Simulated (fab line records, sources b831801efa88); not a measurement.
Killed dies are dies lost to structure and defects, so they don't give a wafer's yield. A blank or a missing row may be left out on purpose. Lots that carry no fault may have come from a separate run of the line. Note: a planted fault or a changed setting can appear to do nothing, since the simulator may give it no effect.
A single fault, viewed from 2 desks    flow sky130    every desk sees just its own numbers, and what lay behind them comes last

## TOOL OWNER'S DESK, cmp-01
The tool's own readings at SKY_VIA1_CMP_02 (polishes SiO2): means of the sampled wafers that have a number, for each lot that ran on this tool. Any lot whose mean is over 4 standard deviations away from the usual mean is out of limits and marked OUT; that distance is given in the brackets.
Columns: A = motor-current-A at SKY_VIA1_CMP_02, usual 12.4 A; B = slurry-filter-dp-kPa at SKY_VIA1_CMP_02, usual 13.48 kPa
lot   first seen here  A     B
L946  day 35 12:37     13.7  13.54
L948  day 35 14:49     13.4  13.26
L957  day 41 11:27     12.7  13.33
L956  day 41 12:07     12.7  13.56
L958  day 41 14:27     12.7  13.45
L954  day 41 16:22     12.8  13.36
L961  day 41 19:37     12.3  13.56
This desk's verdict: no lot among the 7 shows anything out of limits.

## THE METROLOGY DESK
Lot by lot, what the gauges showed, no matter which tool ran the lot: averages of those sampled wafers that carry a number. Any lot whose mean is over 4 standard deviations away from the usual mean is out of limits and marked OUT; that distance is given in the brackets.
Columns: A = VIA1_BOW at SKY_VIA1_BOW_MEAS_03, usual 80 um
lot   first seen here  A
L938  day 34 11:58     83
L940  day 34 20:15     77
L946  day 35 12:55     76
L948  day 35 14:58     78
L952  day 40 22:40     83
L957  day 41 11:45     78
L956  day 41 12:25     90
L958  day 41 14:45     83
L954  day 41 16:40     83
L961  day 41 19:55     82
This desk's verdict: no lot among the 10 shows anything out of limits.

## BROUGHT TOGETHER
The tool owner's desk saw nothing out of limits.
Metrology desk: nothing out of limits seen.

## WHAT THE SIMULATOR HAD INSERTED
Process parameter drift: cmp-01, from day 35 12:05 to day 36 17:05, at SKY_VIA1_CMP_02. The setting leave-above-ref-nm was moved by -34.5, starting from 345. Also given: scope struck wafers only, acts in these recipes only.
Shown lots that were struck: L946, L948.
